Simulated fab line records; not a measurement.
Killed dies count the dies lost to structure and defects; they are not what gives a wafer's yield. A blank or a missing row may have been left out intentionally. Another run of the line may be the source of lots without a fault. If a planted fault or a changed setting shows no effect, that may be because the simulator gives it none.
Comparing a struck lot with a sound one | flow sky130 | 14 out of 708 route steps
Sound: wafers L818.1, L818.4, L818.5. Struck: wafers L832.2, L832.4, L832.6. The cause is named last.
Order at every step that has rows: each side's tool, ch and its chambers, its first start. Under that, the readings that differ: sound wafers | struck wafers | difference of the means | sigmas: that difference in standard deviations of wafers without a fault.
alike: words and numbers the same on both sides, and readings whose means are apart by under 2 such deviations; not compared: readings that were withheld, readings missing a value for some wafer, numbers with overlapping values and no deviation given by the record, and bounds like >300 which may hide the same value.
The two part at a step that has a row with sigmas, a row that says differs or no value, or rows on one side only. Numbers that have no deviation but don't overlap get no sigmas and don't part them. Lack of a reading on every wafer of one side parts them only where that side has two or more wafers.

SKY_VIA1_ETCH_14: etches BARC in N2/H2, stops on SiO2, time 45.9 s, target depth 60 nm.
  sound on rie-diel-02 ch 0,1, day 35 19:57; struck on rie-diel-02 ch 0,1,3, day 39 21:17
  alike: drypump-motor-current-A, oes-product-au, throttle-valve-pct
  not compared: rf-hours-counter-h
SKY_VIA1_ETCH_15: etches SiO2 in C4F8/O2/Ar, stops on TiN, target depth 351 nm, time 54 s.
  sound on rie-diel-02 ch 0,1, day 35 19:59; struck on rie-diel-02 ch 0,1,3, day 39 21:19
  alike: oes-product-au
  not compared: rf-hours-counter-h
then, 4 steps without rows for these wafers: SKY_VIA1_STRIP_16 (strips in O2/N2); SKY_VIA1_STRIP_17 (strips in post etch residue remover, time 1200 s); SKY_VIA1_CLEAN_18 (cleans in IPA, time 180 s); SKY_VIA1_CLEAN_19 (cleans in O3/DIW).
SKY_VIA1_SPUTTER_20: material TiN, target thk 20 nm, time 80 s.
  sound on pvd-sputter-02 at day 35 20:38; struck on pvd-sputter-03 at day 39 21:58
  alike: cathode-dc-power-W, chamber-pressure-pa, throttle-valve-pct
then, 1 step without rows for these wafers: SKY_VIA1_CVD_21 (deposits W, target thk 270 nm, time 80.902 s).
SKY_VIA1_RS_MEAS_22: a four-point-probe measurement.
  sound on film-metro-02 at day 35 20:47; struck on film-metro-04 at day 39 22:08
  alike: VIA1_W_RS
SKY_VIA1_THK_MEAS_23: measures by xrf.
  sound on film-metro-02 at day 35 20:54; struck on film-metro-04 at day 39 22:15
  alike: VIA1_W_THK
SKY_VIA1_CMP_24: polishes, stops on SiO2, t overpolish 15 s, target thk 0 nm.
  sound on cmp-02 ch 0,1, day 35 20:58; struck on cmp-01 ch 0,2, day 39 22:21
  reading             | sound         | struck         | difference | sigmas
  motor-current-A (A) | 9.4 10.7 10.7 | 12.0 13.3 12.6 | +2.4       | +2
  alike: edge-zone-pressure-frac, overpolish-run-s, platen-rpm, time-to-endpoint-s
then, 1 step without rows for these wafers: SKY_METAL2_SPUTTER_00 (material Ti, target thk 15 nm, time 10 s).
SKY_METAL2_SPUTTER_01: material TiN, target thk 20 nm, time 16.7 s.
  sound on pvd-sputter-02 at day 35 21:17; struck on pvd-sputter-04 at day 39 22:37
  no value came back on the struck wafers for cathode-dc-power-W (W), chamber-pressure-pa (Pa), throttle-valve-pct (%); on the sound wafers cathode-dc-power-W (W) reads 6500.0 6500.3 6498.3
SKY_METAL2_SPUTTER_02: material AlCu, target thk 250 nm, time 13.3 s.
  sound on pvd-sputter-02 at day 35 21:19; struck on pvd-sputter-04 at day 39 22:39
  alike: cathode-dc-power-W, chamber-pressure-pa, throttle-valve-pct

== WHERE THEY PART ==
At SKY_VIA1_CMP_24 first; at SKY_METAL2_SPUTTER_01 last (within this record only). Later steps at which nothing parts them and some readings are alike: SKY_METAL2_SPUTTER_02.

WHY: the cause the simulator had injected
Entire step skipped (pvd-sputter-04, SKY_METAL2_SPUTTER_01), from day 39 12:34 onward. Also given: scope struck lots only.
